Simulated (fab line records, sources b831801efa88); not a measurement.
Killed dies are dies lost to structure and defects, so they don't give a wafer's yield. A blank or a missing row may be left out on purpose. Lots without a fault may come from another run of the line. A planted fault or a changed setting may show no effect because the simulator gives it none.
Which tool did it? | flow gf180mcu | 14 lots, 42 wafers sampled, at 4 steps of a route of 602

WHAT THE GAUGES READ, wafer by wafer
GF_HV_LDD_OVL_MEAS_08.
lot  | measured     | on         | HV_LDD_OVL (nm)
L764 | day 10 03:13 | overlay-02 | -2.1 -1.8 0.4
L765 | day 10 11:52 | overlay-01 | 0.1 0.7 -1.4
L766 | day 10 13:52 | overlay-02 | -0.3 -0.6 -0.5
L768 | day 11 16:04 | overlay-02 | -0.9 -2.0 -0.5
L772 | day 13 00:52 | overlay-01 | 0.6 -2.4 -0.8
L776 | day 13 17:49 | overlay-02 | -1.2 -0.3 -0.4
L781 | day 14 21:20 | overlay-02 | -0.9 -0.1 0.4
L782 | day 15 09:11 | overlay-02 | -2.6 -0.4 -1.1
L783 | day 15 15:43 | overlay-02 | 1.5 1.3 2.4
L784 | day 15 16:01 | overlay-01 | 0.8 0.4 0.9
L786 | day 16 12:13 | overlay-01 | -0.6 -0.8 -1.5
L787 | day 16 19:04 | overlay-01 | 3.4 0.7 2.1

GF_HV_LDD_OVL_MEAS_20.
lot  | measured     | on         | HV_LDD_01_OVL (nm)
L764 | day 10 21:19 | overlay-01 | 1.3 -0.4 -1.2
L765 | day 11 05:13 | overlay-02 | 3.3 0.3 1.4
L766 | day 11 07:13 | overlay-02 | 0.8 1.0 0.4
L768 | day 12 08:55 | overlay-02 | -2.9 -0.9 -2.3
L772 | day 13 21:28 | overlay-02 | 1.1 -1.4 -0.6
L776 | day 14 15:55 | overlay-01 | -0.9 -0.1 0.6
L781 | day 15 18:25 | overlay-02 | -3.0 -2.7 -0.5
L782 | day 16 07:20 | overlay-02 | -0.1 0.0 -0.6
L783 | day 16 14:19 | overlay-01 | 1.4 -2.0 -0.7
L784 | day 16 14:43 | overlay-02 | 2.0 2.0 0.0
L786 | day 17 10:33 | overlay-02 | -1.5 -1.6 -1.5
L787 | day 17 18:22 | overlay-01 | -2.2 -3.0 -2.1

GF_SAB_CD_MEAS_09: target cd 420 nm.
lot  | measured     | on        | cd_nm (nm)
L764 | day 15 01:23 | cd_sem-02 | 418.7 415.9 415.8
L765 | day 15 10:51 | cd_sem-01 | 418.0 417.2 417.2
L766 | day 15 11:27 | cd_sem-01 | 420.5 416.8 418.8
L768 | day 16 19:11 | cd_sem-01 | 418.2 417.7 414.0
L772 | day 18 17:53 | cd_sem-02 | 420.2 419.6 421.6
L776 | day 19 16:34 | cd_sem-01 | 418.6 419.1 418.5
L781 | day 20 20:20 | cd_sem-02 | 419.4 419.6 420.2
L782 | day 21 09:15 | cd_sem-01 | 423.2 423.0 419.7
L783 | day 21 17:24 | cd_sem-01 | 421.4 421.7 423.3
L784 | day 21 19:17 | cd_sem-01 | 419.7 419.9 418.4
L786 | day 22 12:29 | cd_sem-01 | 419.9 420.5 420.7
L787 | day 22 21:49 | cd_sem-01 | 421.0 419.1 419.7

WHICH TOOL RAN EACH LOT (tool, then ch and the chambers of the sampled wafers, then the start)
lot  | GF_STI_CMP_25
L764 | cmp-02 ch 0,3, day 2 03:50
L765 | cmp-01 ch 0,2,3, day 2 08:58
L766 | cmp-01 ch 0,1,2, day 2 13:40
L768 | cmp-02 ch 1,2, day 3 00:43
L772 | cmp-02 ch 0,1,2, day 3 21:05
L774 | cmp-01 ch 0,2,3, day 4 08:40
L775 | cmp-02 ch 1,3, day 4 12:33
L776 | cmp-01 ch 0,1,3, day 4 16:45
L781 | cmp-02 ch 1,2, day 5 18:59
L782 | cmp-02 ch 1,2, day 6 00:24
L783 | cmp-02 ch 0,1,2, day 6 06:20
L784 | cmp-02 ch 1,2,3, day 6 10:10
L786 | cmp-02 ch 0,1,3, day 6 22:28
L787 | cmp-02 ch 2,3, day 7 02:33
- GF_STI_CMP_25: polishes, stops on Si3N4, t overpolish 33 s, target thk 524.6 nm.

WHAT THE TOOLS THEMSELVES READ (means of the sampled wafers that have a number; where no wafer has one, the mark that the record gives instead)
GF_STI_CMP_25.
lot  | tool   | edge_zone_pressure_frac | head_pressure_psi (psi) | motor_current_A (A) | overpolish_run_s (s) | time_to_endpoint_s (s)
L764 | cmp-02 | 0.996                   | 4.003                   | 11.4                | 32.993               | 126
L765 | cmp-01 | 1.003                   | 3.999                   | 12.0                | 33.013               | 142
L766 | cmp-01 | 0.998                   | 4.005                   | 12.4                | 33.007               | 133
L768 | cmp-02 | 0.993                   | 3.992                   | 12.0                | 33.014               | 118
L772 | cmp-02 | 1.003                   | 4.000                   | 11.1                | 33.006               | 127
L774 | cmp-01 | -                       | -                       | -                   | -                    | -
L775 | cmp-02 | -                       | -                       | -                   | -                    | -
L776 | cmp-01 | 0.997                   | 4.008                   | 12.2                | 33.007               | 120
L781 | cmp-02 | 0.999                   | 4.001                   | 11.5                | 33.006               | 127
L782 | cmp-02 | 1.002                   | 4.007                   | 12.0                | 32.996               | 129
L783 | cmp-02 | 0.999                   | 3.996                   | 11.3                | 33.000               | 127
L784 | cmp-02 | 1.006                   | 4.008                   | 11.5                | 32.998               | 127
L786 | cmp-02 | 0.998                   | 4.003                   | 11.9                | 33.001               | 129
L787 | cmp-02 | 1.002                   | 4.000                   | 10.2                | 32.991               | 129

THE ANSWER, worked out from the rows above alone
Rule: what is usual is taken from the lots themselves. Put in order of their means at a reading, lots are off if they are a third of the lots or fewer, leave a main group of 4 or more, and stand apart from it by a gap of 3 or more times the standard deviation of the main group's means; of several such gaps the widest counts. A main group whose means are all the same, to the digits that the tables above print for the reading, isn't used. A lot without any number at a reading at which 4 lots or more have one is off too. The other lots that the step has rows for count as sound. The gauges are gone through in route order, then the tools' own readings, and for those a lot's mean is taken as printed above. The first step at which some lot is off is used, and at that step the reading that is off furthest; a lot without a number counts as furthest.
Off: L774, L775, at GF_STI_CMP_25 (edge_zone_pressure_frac). Without a number there: L774, L775. The main group: mean 1.000, standard deviation 0.0035.
A tool fits if, at that step or a process step before it, it ran every lot that is off, and no sound lot after the first of them. None of those tried fits.

WHAT THE SIMULATOR HAD PUT IN
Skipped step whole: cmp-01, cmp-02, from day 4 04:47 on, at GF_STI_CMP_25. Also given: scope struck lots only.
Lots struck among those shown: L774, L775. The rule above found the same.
